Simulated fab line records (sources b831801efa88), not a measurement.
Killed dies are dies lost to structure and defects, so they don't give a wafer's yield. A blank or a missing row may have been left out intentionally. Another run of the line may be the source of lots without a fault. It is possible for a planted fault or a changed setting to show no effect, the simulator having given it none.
Which tool did it? :: flow gf180mcu :: Sampling: 6 lots, 18 wafers, 4 of 602 route steps

## WHAT THE GAUGES READ, wafer by wafer
GF_V5_CD_MEAS_14 targets a cd of 260 nm.
lot: L348
measured: day 27 11:00
on: cd-sem-02
cd-nm (nm): 261.0 261.2 261.6

lot: L350
measured: day 28 06:17
on: cd-sem-02
cd-nm (nm): 297.2 296.2 296.6

lot: L352
measured: day 28 18:30
on: cd-sem-02
cd-nm (nm): 259.1 257.9 260.3

lot: L359
measured: day 30 20:22
on: cd-sem-02
cd-nm (nm): 259.1 259.3 259.1

lot: L364
measured: day 32 07:15
on: cd-sem-01
cd-nm (nm): 260.1 260.0 259.7

lot: L369
measured: day 33 05:34
on: cd-sem-02
cd-nm (nm): 260.6 261.4 262.7

## EACH LOT AND THE TOOL THAT RAN IT (in order: tool; ch and the chambers of the sampled wafers; start)
lot: L348
GF_MIM_SPUTTER_08: pvd-sputter-02, day 24 18:48
GF_V5_CVD_02: pecvd-04 ch 0,2, day 26 14:34
GF_V5_EXPOSE_11: krf-scanner-01 ch 0, day 27 01:25

lot: L350
GF_MIM_SPUTTER_08: pvd-sputter-03, day 25 14:53
GF_V5_CVD_02: pecvd-03 ch 0,1, day 27 10:26
GF_V5_EXPOSE_11: krf-scanner-01 ch 0, day 27 21:00

lot: L352
GF_MIM_SPUTTER_08: pvd-sputter-04, day 26 05:30
GF_V5_CVD_02: pecvd-03 ch 0,2, day 27 22:39
GF_V5_EXPOSE_11: krf-scanner-02 ch 0, day 28 09:15

lot: L359
GF_MIM_SPUTTER_08: pvd-sputter-02, day 28 11:04
GF_V5_CVD_02: pecvd-03 ch 0,1,2, day 30 02:12
GF_V5_EXPOSE_11: krf-scanner-02 ch 0, day 30 11:47

lot: L364
GF_MIM_SPUTTER_08: pvd-sputter-04, day 30 01:26
GF_V5_CVD_02: pecvd-01 ch 0,2, day 31 14:14
GF_V5_EXPOSE_11: krf-scanner-02 ch 0, day 31 23:12

lot: L369
GF_MIM_SPUTTER_08: pvd-sputter-04, day 31 01:23
GF_V5_CVD_02: pecvd-03 ch 0,1,2, day 32 12:45
GF_V5_EXPOSE_11: krf-scanner-02 ch 0, day 32 22:01
- GF_MIM_SPUTTER_08: material AlCu, target thk 200 nm, time 10.6 s.
- GF_V5_CVD_02: deposits SiO2 from TEOS, target thk 1450 nm, time 163.28 s.
- GF_V5_EXPOSE_11: exposes mask Via5, target cd 260 nm.

## THE ANSWER, worked out from the rows above alone
Rule: usual is defined by the lots themselves. The widest of any qualifying gaps counts: lots, ordered by their means at a reading, are off when they make up no more than a third of the lots, leave a main group of 4 or more, and stand apart from it by 3 or more times the standard deviation of that group's means. If all means in a main group match to the digits the tables above print for the reading, that group is not used. A lot without any number at a reading at which 4 lots or more have one is off too. Any other lot the step has rows for is counted as sound.
Off: L350 (GF_V5_CD_MEAS_14, cd-nm). Mean 260.2 nm and standard deviation 1 in the main group.
A tool fits if, at a process step before that reading, it ran every lot that is off, and no sound lot after the first of them. Those tools and the gauges at GF_V5_CD_MEAS_14 are tried in the same way. Undecided on this evidence; 2 tools fit (pvd-sputter-03 at GF_MIM_SPUTTER_08, krf-scanner-01 at GF_V5_EXPOSE_11).

## WHAT HAD BEEN PUT IN BY THE SIMULATOR
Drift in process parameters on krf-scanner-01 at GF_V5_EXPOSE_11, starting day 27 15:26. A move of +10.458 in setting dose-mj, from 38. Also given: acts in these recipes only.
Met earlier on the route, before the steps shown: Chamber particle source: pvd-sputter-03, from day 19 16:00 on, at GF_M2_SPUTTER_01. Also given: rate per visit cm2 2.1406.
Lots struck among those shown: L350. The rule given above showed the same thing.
